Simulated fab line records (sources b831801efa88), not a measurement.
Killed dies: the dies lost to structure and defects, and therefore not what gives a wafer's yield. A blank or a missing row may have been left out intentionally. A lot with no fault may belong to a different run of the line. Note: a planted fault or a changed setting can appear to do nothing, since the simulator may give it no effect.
The tool behind it: which one? :: flow sky130 :: Sampling: 13 lots, 39 wafers, 3 of 708 route steps

## WHAT EACH GAUGE READ, for each wafer
SKY_VIA4_BOW_MEAS_03. Usual: for VIA4_BOW the level is 80 um and the standard deviation is 7.9.
lot: L244
measured: day 43 15:31
on: film-metro-04
VIA4_BOW (um): 89 87 82
flag: 

lot: L245
measured: day 43 20:59
on: film-metro-01
VIA4_BOW (um): 70 71 81
flag: 

lot: L246
measured: day 44 00:09
on: film-metro-01
VIA4_BOW (um): 74 76 69
flag: 

lot: L248
measured: day 44 09:41
on: film-metro-01
VIA4_BOW (um): 74 79 75
flag: 

lot: L249
measured: day 44 12:28
on: film-metro-02
VIA4_BOW (um): 79 64 91
flag: 

lot: L252
measured: day 44 13:11
on: film-metro-04
VIA4_BOW (um): 81 70 82
flag: 

lot: L251
measured: day 44 14:20
on: film-metro-04
VIA4_BOW (um): 79 81 96
flag: 

lot: L258
measured: day 49 01:27
on: film-metro-02
VIA4_BOW (um): 88 80 96
flag: 

lot: L259
measured: day 49 11:12
on: film-metro-04
VIA4_BOW (um): 81 75 85
flag: 

lot: L261
measured: day 49 13:43
on: film-metro-01
VIA4_BOW (um): 80 84 80
flag: 

lot: L265
measured: day 49 16:00
on: film-metro-01
VIA4_BOW (um): 78 80 66
flag: 

lot: L267
measured: day 49 17:34
on: film-metro-04
VIA4_BOW (um): 87 84 88
flag: 

lot: L266
measured: day 49 18:20
on: film-metro-02
VIA4_BOW (um): 87 80 78
flag: 

SKY_VIA4_OVL_MEAS_11. Usual: for VIA4_OVL the level is 0.0 nm and the standard deviation is 1.4.
lot: L244
measured: day 44 14:42
on: overlay-01
VIA4_OVL (nm): -2.5 -1.5 -0.5
flag: 

lot: L245
measured: day 44 20:25
on: overlay-02
VIA4_OVL (nm): 0.5 -0.5 1.1
flag: 

lot: L246
measured: day 44 23:54
on: overlay-01
VIA4_OVL (nm): 3.0 0.1 0.7
flag: 

lot: L248
measured: day 45 08:57
on: overlay-02
VIA4_OVL (nm): -0.7 1.4 2.1
flag: 

lot: L249
measured: day 45 11:43
on: overlay-02
VIA4_OVL (nm): 1.5 0.9 2.2
flag: 

lot: L252
measured: day 45 12:22
on: overlay-01
VIA4_OVL (nm): 1.0 1.4 1.3
flag: 

lot: L251
measured: day 45 13:45
on: overlay-01
VIA4_OVL (nm): -0.5 -2.1 -1.6
flag: 

lot: L258
measured: day 49 19:45
on: overlay-01
VIA4_OVL (nm): 0.8 -0.9 -0.3
flag: 

lot: L259
measured: day 50 04:35
on: overlay-02
VIA4_OVL (nm): -1.6 -1.2 -0.9
flag: 

lot: L261
measured: day 50 07:05
on: overlay-02
VIA4_OVL (nm): -0.2 0.4 0.0
flag: 

lot: L265
measured: day 50 08:59
on: overlay-02
VIA4_OVL (nm): -0.3 -2.5 -0.9
flag: 

lot: L267
measured: day 50 10:37
on: overlay-02
VIA4_OVL (nm): -1.4 -2.2 -1.3
flag: 

lot: L266
measured: day 50 11:32
on: overlay-02
VIA4_OVL (nm): 1.8 1.3 0.3
flag: 

SKY_METAL5_RS_MEAS_05: the measuring method here is four-point-probe. Usual: for METAL5_ALCU_RS the level is 0.0271 ohm/sq and the standard deviation is 0.00041.
lot: L244
measured: day 44 16:37
on: film-metro-02
METAL5_ALCU_RS (ohm/sq): 0.0263 0.0269 0.0262
flag: 

lot: L245
measured: day 44 22:00
on: film-metro-03
METAL5_ALCU_RS (ohm/sq): 0.0266 0.0263 0.0267
flag: 

lot: L246
measured: day 45 01:29
on: film-metro-03
METAL5_ALCU_RS (ohm/sq): 0.0276 0.0273 0.0275
flag: 

lot: L248
measured: day 45 10:32
on: film-metro-03
METAL5_ALCU_RS (ohm/sq): 0.0267 0.0263 0.0268
flag: 

lot: L249
measured: day 45 13:27
on: film-metro-03
METAL5_ALCU_RS (ohm/sq): 0.0275 0.0274 0.0277
flag: 

lot: L252
measured: day 45 13:56
on: film-metro-03
METAL5_ALCU_RS (ohm/sq): 0.0264 0.0264 0.0265
flag: 

lot: L251
measured: day 45 15:20
on: film-metro-01
METAL5_ALCU_RS (ohm/sq): 0.0275 0.0272 0.0273
flag: 

lot: L258
measured: day 49 21:22
on: film-metro-02
METAL5_ALCU_RS (ohm/sq): 0.0269 0.0270 0.0270
flag: 

lot: L259
measured: day 50 06:10
on: film-metro-01
METAL5_ALCU_RS (ohm/sq): 0.0273 0.0270 0.0272
flag: 

lot: L261
measured: day 50 08:40
on: film-metro-03
METAL5_ALCU_RS (ohm/sq): 0.0270 0.0266 0.0266
flag: 

lot: L265
measured: day 50 10:37
on: film-metro-01
METAL5_ALCU_RS (ohm/sq): 0.0270 0.0272 0.0266
flag: 

lot: L267
measured: day 50 12:16
on: film-metro-01
METAL5_ALCU_RS (ohm/sq): 0.0279 0.0272 0.0273
flag: 

lot: L266
measured: day 50 13:08
on: film-metro-03
METAL5_ALCU_RS (ohm/sq): 0.0266 0.0270 0.0271
flag: 

## WHAT TOOL EACH LOT RAN ON (gives the tool, then ch and the chambers of the sampled wafers, and finally the start)
The record holds no process step before these readings.

## WHAT THE TOOLS THEMSELVES READ (means of the sampled wafers that have a number; where no wafer has one, the mark that the record gives instead)
The record holds no such reading with a usual standard deviation.

## THE ANSWER, worked out from the rows above alone
Rule: a lot is off if the mean of its wafers that have a number lies more than 3 standard deviations from the usual mean. A lot without any number at a reading at which 4 lots or more have one is off too. Where the step has rows for the other lots, those lots are counted as sound. After the gauges, taken in route order, come the tools' own readings; for these a lot's mean is taken, as printed above. The first step at which some lot is off is used, and at that step the reading that is off furthest; a lot without a number counts as furthest.
Across all readings shown, no lot is off: no conclusion can be drawn from this.

## WHAT WAS PUT IN BY THE SIMULATOR
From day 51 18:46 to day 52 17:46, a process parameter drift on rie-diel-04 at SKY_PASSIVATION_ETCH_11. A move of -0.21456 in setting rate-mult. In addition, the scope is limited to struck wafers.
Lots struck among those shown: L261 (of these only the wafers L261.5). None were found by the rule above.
